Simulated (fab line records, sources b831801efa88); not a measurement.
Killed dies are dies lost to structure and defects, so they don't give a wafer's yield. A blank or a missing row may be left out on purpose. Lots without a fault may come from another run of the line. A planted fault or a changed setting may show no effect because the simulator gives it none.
fab line records | flow gf180mcu
record lots=6 wafers=18 last_day=33
route steps=602 shown M3@410
lots that met no fault: from a run of the same line without faults
start_h: hours from the record's first day to the start of the lot's first wafer shown | wait_h: hours since the lot's step before | " the same as in the row above | L1.1+2: a row that stands for several wafers | - no value, or no start given | * or withheld: withheld | < > ~ a bound
route shown NAME@n: a module of which the file shows steps, and the number in the route of the first | usual: mean/standard deviation of fault-free wafers | same: alike in all rows | chamber/n: place in a boat | sites: the reading at each site | _std_site: their standard deviation | _edge_site: outer sites' mean less inner sites' | radius_mm: how far each site lies from the wafer's centre | mask NAME#n: copy n | behind: the tool/chamber that last shaped the wafer | hold: why the lot was held/for how many hours/how that ended | device: the transistor (n, p or np) that didn't switch | end of line: the same wafers' tests at the end of the route | a step without rows: its recipe alone | killed: dies lost to structure and defects at the first sort, not the wafer's yield | map: a wafer's dies, x killed, . not, _ none there
set.NAME: the setting as run; set.NAME@STEP: as run at that earlier step | model.NAME: the simulator's own value behind a step, which no gauge read
lots at some steps of the route; a table a step, a row a wafer
services: from which hour (start_h, from the record's first day; less than 0 if before it) a tool's chamber was out of use, for how many hours, and why
## steps
# step GF_M3_SPUTTER_01
# recipe material=TiN target_thk_nm=30 power_w=6500 time_s=25 chamber_pressure_pa=0.4
# usual chamber_pressure_pa=0.3999/0.00071 throttle_valve_pct=29.5/0.79
# columns lot.wafer tool chamber start_h wait_h chamber_pressure_pa throttle_valve_pct
L417.1 pvd_sputter-01 - 495.05 0.1 0.3993 29.5
L417.3 " - " " 0.3996 30.3
L417.4 " - " " 0.4002 29.9
L418.4 pvd_sputter-02 - 505.56 0.1 0.3998 29.9
L418.5 " - " " 0.4001 29.3
L418.6 " - " " 0.4006 29.0
L419.1 pvd_sputter-01 - 511.63 0.1 0.4007 28.7
L419.3 " - " " 0.3990 29.8
L419.6 " - " " 0.3996 29.9
L432.1 pvd_sputter-02 - 612.59 0.1 0.3991 29.4
L432.3 " - " " 0.3995 30.0
L432.4 " - " " 0.3988 28.7
L433.1 pvd_sputter-02 - 617.83 0.1 0.3999 28.9
L433.5 " - " " 0.3993 28.5
L433.6 " - " " 0.3996 29.6
L434.1 pvd_sputter-02 - 627.73 0.1 0.4008 28.7
L434.2 " - " " 0.4009 28.9
L434.3 " - " " 0.3996 29.3
# step GF_M3_SPUTTER_02
# recipe material=AlCu target_thk_nm=450 power_w=10600 time_s=23.9 chamber_pressure_pa=0.4
# usual chamber_pressure_pa=0.4000/0.00077 throttle_valve_pct=29.5/0.79
# columns lot.wafer tool chamber start_h wait_h chamber_pressure_pa throttle_valve_pct
L417.1 pvd_sputter-01 - 495.08 0.0 0.3991 29.6
L417.3 " - " " 0.4000 30.4
L417.4 " - " " 0.4009 29.6
L418.4 pvd_sputter-02 - 505.59 0.0 0.4002 29.1
L418.5 " - " " 0.4004 29.3
L418.6 " - " " 0.4008 28.8
L419.1 pvd_sputter-01 - 511.66 0.0 0.3992 28.6
L419.3 " - " " 0.4003 30.0
L419.6 " - " " 0.4009 29.9
L432.1 pvd_sputter-02 - 612.62 0.0 0.3992 29.5
L432.3 " - " " 0.4001 30.0
L432.4 " - " " 0.4004 28.8
L433.1 pvd_sputter-02 - 617.86 0.0 0.4005 28.9
L433.5 " - " " 0.3996 28.8
L433.6 " - " " 0.3995 29.7
L434.1 pvd_sputter-02 - 627.76 0.0 0.3996 28.8
L434.2 " - " " 0.3996 28.8
L434.3 " - " " 0.4001 29.3
# step GF_M3_SPUTTER_03
# recipe material=Ti target_thk_nm=10 substrate_temp_c=300 chamber_pressure_pa=0.3 power_w=3000 time_s=6.7
# usual chamber_pressure_pa=0.3000/0.00062 substrate_temp_c=300.00/0.19 throttle_valve_pct=29.5/0.79
# columns lot.wafer tool chamber start_h wait_h chamber_pressure_pa substrate_temp_c throttle_valve_pct
L417.1 pvd_sputter-01 - 495.11 0.0 0.3002 299.86 29.3
L417.3 " - " " 0.3010 300.23 30.5
L417.4 " - " " 0.3002 299.78 29.9
L418.4 pvd_sputter-02 - 505.62 0.0 0.2997 300.11 29.7
L418.5 " - " " 0.3001 299.82 29.7
L418.6 " - " " 0.3008 300.10 28.9
L419.1 pvd_sputter-01 - 511.69 0.0 0.3000 300.29 28.9
L419.3 " - " " 0.3010 300.07 29.6
L419.6 " - " " 0.3006 300.18 29.9
L432.1 pvd_sputter-02 - 612.65 0.0 0.2995 300.02 29.6
L432.3 " - " " 0.2993 300.12 30.2
L432.4 " - " " 0.3009 300.03 28.9
L433.1 pvd_sputter-02 - 617.89 0.0 0.2995 300.26 28.8
L433.5 " - " " 0.2996 299.80 28.9
L433.6 " - " " 0.3004 299.92 29.3
L434.1 pvd_sputter-02 - 627.79 0.0 0.2998 299.97 28.9
L434.2 " - " " 0.2993 299.80 28.6
L434.3 " - " " 0.2995 299.66 29.4
# step GF_M3_SPUTTER_04
# recipe material=TiN target_thk_nm=50 power_w=6500 time_s=41.7 chamber_pressure_pa=0.4
# usual chamber_pressure_pa=0.4001/0.00087 throttle_valve_pct=29.5/0.8
# columns lot.wafer tool chamber start_h wait_h chamber_pressure_pa throttle_valve_pct
L417.1 pvd_sputter-01 - 495.13 0.0 0.4019 29.4
L417.3 " - " " 0.4019 30.3
L417.4 " - " " 0.4003 29.7
L418.4 pvd_sputter-02 - 505.64 0.0 0.4010 29.5
L418.5 " - " " 0.4002 29.5
L418.6 " - " " 0.3995 28.7
L419.1 pvd_sputter-01 - 511.71 0.0 0.4006 28.8
L419.3 " - " " 0.3994 29.8
L419.6 " - " " 0.4003 29.7
L432.1 pvd_sputter-02 - 612.67 0.0 0.4005 29.5
L432.3 " - " " 0.3988 30.0
L432.4 " - " " 0.3996 28.7
L433.1 pvd_sputter-02 - 617.91 0.0 0.3996 29.1
L433.5 " - " " 0.3984 28.8
L433.6 " - " " 0.4001 29.5
L434.1 pvd_sputter-02 - 627.81 0.0 0.4004 28.8
L434.2 " - " " 0.3991 28.4
L434.3 " - " " 0.4000 29.8
# step GF_M3_RS_MEAS_05
# recipe thk_meas_gauge=four-point-probe reads=TiN_of_M3_SPUTTER_04+Ti_of_M3_SPUTTER_03+AlCu_of_M3_SPUTTER_02+TiN_of_M3_SPUTTER_01+Ti_of_M3_SPUTTER_00
# usual M3_ALCU_RS=0.0692/0.00068
# columns lot.wafer tool chamber start_h wait_h M3_ALCU_RS[ohm/sq]
L417.1 film_metro-04 - 495.17 0.0 0.0700
L417.3 " - " " 0.0695
L417.4 " - " " 0.0696
L418.4 film_metro-01 - 505.74 0.1 0.0692
L418.5 " - " " 0.0699
L418.6 " - " " 0.0696
L419.1 film_metro-01 - 511.75 0.0 0.0703
L419.3 " - " " 0.0702
L419.6 " - " " 0.0702
L432.1 film_metro-03 - 612.71 0.0 0.0684
L432.3 " - " " 0.0683
L432.4 " - " " 0.0690
L433.1 film_metro-03 - 617.95 0.0 0.0691
L433.5 " - " " 0.0686
L433.6 " - " " 0.0687
L434.1 film_metro-01 - 627.85 0.0 0.0686
L434.2 " - " " 0.0688
L434.3 " - " " 0.0685
# step GF_M3_THK_MEAS_06
# recipe thk_meas_gauge=xrf reads=AlCu_of_M3_SPUTTER_02
# usual M3_ALCU_THK=452/4.5
# columns lot.wafer tool chamber start_h wait_h M3_ALCU_THK[nm]
L417.1 film_metro-04 - 495.29 0.1 452
L417.3 " - " " 454
L417.4 " - " " 454
L418.4 film_metro-01 - 505.83 0.1 449
L418.5 " - " " 445
L418.6 " - " " 449
L419.1 film_metro-01 - 511.87 0.1 444
L419.3 " - " " 445
L419.6 " - " " 445
L432.1 film_metro-03 - 612.83 0.1 456
L432.3 " - " " 457
L432.4 " - " " 455
L433.1 film_metro-03 - 618.07 0.1 453
L433.5 " - " " 456
L433.6 " - " " 456
L434.1 film_metro-01 - 627.97 0.1 459
L434.2 " - " " 454
L434.3 " - " " 457
# step GF_M3_DEHYDRATE_07
# recipe temp_c=200 time_s=60
# step GF_M3_HMDS_08
# recipe prime_time_s=60 prime_temp_c=120
# step GF_M3_COAT_09
# recipe resist=KrF spin_rpm=withheld resist_thk_nm=1000
# step GF_M3_SOFTBAKE_10
# recipe temp_c=130 time_s=60 resist=KrF
# step GF_M3_EXPOSE_11
# recipe mask_id=Metal3 target_cd_nm=280 na=0.68 source_shape=conventional sigma_outer=0.6 dose_mj=28
# step GF_M3_PEB_12
# recipe peb_temp_c=135 peb_time_s=90 resist=KrF
# step GF_M3_DEVELOP_13
# recipe develop_time_s=60 dev_temp_c=21
# usual chill_plate_temp_C=22.98/0.096 develop_time_s=60/0
# columns lot.wafer tool chamber start_h wait_h chill_plate_temp_C develop_time_s model.KrF_of_M3_COAT_09.thk_nm
L417.1 litho_track-02 0 517.94 0.2 22.88 60 981.8
L417.3 " 0 " " 23.09 60 982.1
L417.4 " 0 " " 23.11 60 981
L418.4 litho_track-04 - 528.51 0.1 - - 1000
L418.5 " - " " - - 997.9
L418.6 " - " " - - 1001
L419.1 litho_track-02 - 534.44 0.2 - - 1002
L419.3 " - " " - - 1003
L419.6 " - " " - - 1001
L432.1 litho_track-01 0 633.34 0.2 23.01 60 985.6
L432.3 " 0 " " 22.95 60 983.5
L432.4 " 0 " " 23.02 60 981.7
L433.1 litho_track-02 0 638.43 0.2 23.09 60 986.2
L433.5 " 0 " " 23.04 60 982.5
L433.6 " 0 " " 22.97 60 987.8
L434.1 litho_track-01 0 647.59 0.2 22.89 60 987.2
L434.2 " 0 " " 22.95 60 986.1
L434.3 " 0 " " 22.92 60 987.5
# step GF_M3_CD_MEAS_14
# recipe target_cd_nm=280
# usual cd_nm=280.1/1.3
# columns lot.wafer tool chamber start_h wait_h cd_nm
L417.1 cd_sem-02 - 518.09 0.1 280.9
L417.3 " - " " 280.9
L417.4 " - " " 281.4
L418.4 cd_sem-02 - 528.65 0.1 -
L418.5 " - " " -
L418.6 " - " " -
L419.1 cd_sem-01 - 534.59 0.1 -
L419.3 " - " " -
L419.6 " - " " -
L432.1 cd_sem-02 - 633.49 0.1 282.0
L432.3 " - " " 281.1
L432.4 " - " " 281.3
L433.1 cd_sem-02 - 638.58 0.1 277.2
L433.5 " - " " 276.8
L433.6 " - " " 278.6
L434.1 cd_sem-02 - 647.77 0.2 279.8
L434.2 " - " " 279.5
L434.3 " - " " 278.4
## services
# columns tool chamber start_h hours kind
pvd_sputter-01 - 496.08 0.5 repair
pvd_sputter-02 2 505.68 - consumable_replace:kit
pvd_sputter-02 2 505.68 18.0 scheduled_down
pvd_sputter-02 2 505.68 18.0 vent_cycle
pvd_sputter-01 0 534.51 - consumable_replace:kit
pvd_sputter-01 0 534.51 18.0 scheduled_down
pvd_sputter-01 0 534.51 18.0 vent_cycle
pvd_sputter-02 - 599.30 5.0 repair
## key
first_sign step=GF_M3_DEVELOP_13 reading=tool_record direction=missing
effect none on later readings
model_effect step=GF_M3_DEVELOP_13 value=KrF_of_M3_COAT_09.thk_nm without=985.8 struck=1001
met_at GF_M3_DEVELOP_13
struck_wafers L418.4,L418.5,L418.6,L419.1,L419.3,L419.6
later_rows_left_out L418.4,L418.5,L418.6,L419.1,L419.3,L419.6
sort_left_out L418.4,L418.5,L418.6,L419.1,L419.3,L419.6
onset_between 517.94 528.51
fault kind=skipped_step_whole tool=litho_track-02,litho_track-04 chamber=- onset_h=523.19 steps=GF_M3_DEVELOP_13 scope=struck_lots_only
# sort_left_out: the simulated sort isn't trusted on such a fault, so these wafers' sort isn't shown, and their yield isn't known
# later_rows_left_out: the simulator's readings of these wafers behind a module that went badly wrong aren't trusted and aren't shown, but for the sort
